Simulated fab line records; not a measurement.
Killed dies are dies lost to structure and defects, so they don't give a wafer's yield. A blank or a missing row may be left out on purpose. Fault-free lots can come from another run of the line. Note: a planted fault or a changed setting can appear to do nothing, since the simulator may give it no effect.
Split-lot study    flow sfq line    23 wafers read across 5 lots, on a route 325 steps long

== SPLIT DETAILS ==
At SFQ_TRILAYER_I2_CMP_CMP_064 (polishes SiO2), the setting leave above ref nm was moved away from the recipe's 200 nm on 8 of the 23 wafers read, by -6.8% to +5.5%. All remaining wafers had this setting at the recipe value.

== FROM THE SPLIT TO THE READING: what the file shows between them, 5 steps ==
- SFQ_TRILAYER_I2_METRO_MEASURE_065
- SFQ_TRILAYER_I2_VIA_LITHO_EXPOSE_068: exposes mask I2, target cd 500 nm (also split here: dose mj)
- SFQ_TRILAYER_I2_VIA_LITHO_PEB_070: peb time 60 s
- SFQ_TRILAYER_I2_VIA_LITHO_DEVELOP_069: time 60 s
- SFQ_TRILAYER_I2_VIA_BARC_OPEN_VIA_ETCH_096: etches BARC in O2, target depth 125 nm, time 41.7 s

== THE READING ==
oes product au, in a.u., at SFQ_TRILAYER_I2_VIA_ETCH_VIA_ETCH_070 (etches SiO2 in CHF3, stops on Nb, target depth 260 nm). A value of 0.855 a.u. with a standard deviation of 0.0046 a.u. is what fault-free wafers of this fab line usually give.

wafer   tool, chamber at the split  leave above ref nm as run, nm  against the recipe  oes product au, a.u.  against lot-mates on the recipe
L074.1  cmp-01, 1                   211                            +5.5%               0.885                 +0.030
L074.2  cmp-01, 3                   200                            recipe              0.853                 -
L074.3  cmp-01, 0                   200                            recipe              0.857                 -
L074.5  cmp-01, 1                   211                            +5.5%               0.885                 +0.030
L074.6  cmp-01, 2                   211                            +5.5%               0.880                 +0.025
L078.1  cmp-02, 0                   200                            recipe              0.846                 -
L078.3  cmp-02, 2                   186.3                          -6.8%               0.824                 -0.029
L078.4  cmp-02, 3                   200                            recipe              0.851                 -
L078.5  cmp-02, 2                   200                            recipe              0.862                 -
L078.6  cmp-02, 1                   186.3                          -6.8%               0.816                 -0.037
L079.1  cmp-01, 2                   200                            recipe              0.861                 -
L079.2  cmp-01, 1                   200                            recipe              0.856                 -
L079.4  cmp-01, 3                   200                            recipe              0.857                 -
L082.1  cmp-02, 3                   205.9                          +3.0%               0.859                 +0.007
L082.2  cmp-02, 1                   200                            recipe              0.851                 -
L082.3  cmp-02, 2                   200                            recipe              0.853                 -
L082.5  cmp-02, 0                   205.9                          +3.0%               0.863                 +0.011
L082.6  cmp-02, 3                   205.9                          +3.0%               0.863                 +0.011
L083.1  cmp-01, 0                   200                            recipe              0.856                 -
L083.2  cmp-01, 2                   200                            recipe              0.859                 -
L083.4  cmp-01, 3,1                 200                            recipe              0.854                 -
L083.5  cmp-01, 0                   200                            recipe              0.869                 -
L083.6  cmp-01, 3,1                 200                            recipe              0.859                 -
When a row names more than one chamber, that row covers several wafers, and the file does not tell which wafer ran in which chamber.

THE FIT
A straight line over all 23 wafers: oes product au changes by +0.00478 a.u. for each +1% of leave above ref nm; r = +0.93; the points scatter about the line by 0.0057 a.u.
The same after taking each lot's own level away (the mean of its wafers on the recipe; 23 wafers): +0.00479 a.u. for each +1%; r = +0.96; scatter 0.0045 a.u.
That fit puts the effect of the largest move of leave above ref nm on the reading at 0.033 a.u.
From 0.8520 to 0.8594 a.u.: that is the span of the lots' own levels, equal to 1.6 times the standard deviation above.
The two slopes are in agreement: the lot-to-lot level therefore moves the slope only a little.
Check: with one of the wafers moved furthest among these (-6.8%) left out of the fit, the line predicts -0.035 a.u. for it against its lot-mates. Against them it came out at -0.029 a.u.

== THESE WAFERS: OTHER SPLITS ==
Note: prior to the reading, these wafers also went through further splits. Each is held against what the fit with the lots' levels taken away leaves over:
other split on the same wafers                     wafers away from the commonest value  r with oes product au (lot level and that fit taken away)
SFQ_TRILAYER_I1_VIA_BARC_OPEN_VIA_ETCH_071 time s  7                                     -0.21
SFQ_TRILAYER_M2_LITHO_COAT_057 resist thk nm       9                                     -0.17
SFQ_TRILAYER_M2_ETCH_METAL_ETCH_060 bias w         3                                     -0.04
SFQ_TRILAYER_I2_VIA_LITHO_EXPOSE_068 dose mj       5                                     +0.11

== THE WHOLE CHAIN: every reading that the file lists as answering this split, in the file's order ==
step                                   what it does                                           reading                                                                                    change (the file's fit)                    r (the file's)
SFQ_TRILAYER_I2_CMP_CMP_064            polishes SiO2                                          SiO2_of_TRILAYER_I2_DEP_PECVD_063.thk nm (the simulator's own value, which no gauge read)  +1.81 nm for each +1% of the setting       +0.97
SFQ_TRILAYER_I2_METRO_MEASURE_065                                                             thk nm                                                                                     +1.82 nm for each +1% of the setting       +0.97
SFQ_TRILAYER_I2_VIA_ETCH_VIA_ETCH_070  etches SiO2 in CHF3, stops on Nb, target depth 260 nm  oes product au                                                                             +0.00478 a.u. for each +1% of the setting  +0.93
SFQ_TRILAYER_I2_VIA_ETCH_VIA_ETCH_070  etches SiO2 in CHF3, stops on Nb, target depth 260 nm  I2.feature depth nm (the simulator's own value, which no gauge read)                       +1.81 nm for each +1% of the setting       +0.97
SFQ_TRILAYER_I2_VIA_ETCH_VIA_ETCH_070  etches SiO2 in CHF3, stops on Nb, target depth 260 nm  etch.depth nm (the simulator's own value, which no gauge read)                             +1.56 nm for each +1% of the setting       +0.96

== FILE'S OWN FIT ==
oes product au changes by +0.00478 a.u. for each +1% of leave above ref nm, r = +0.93.
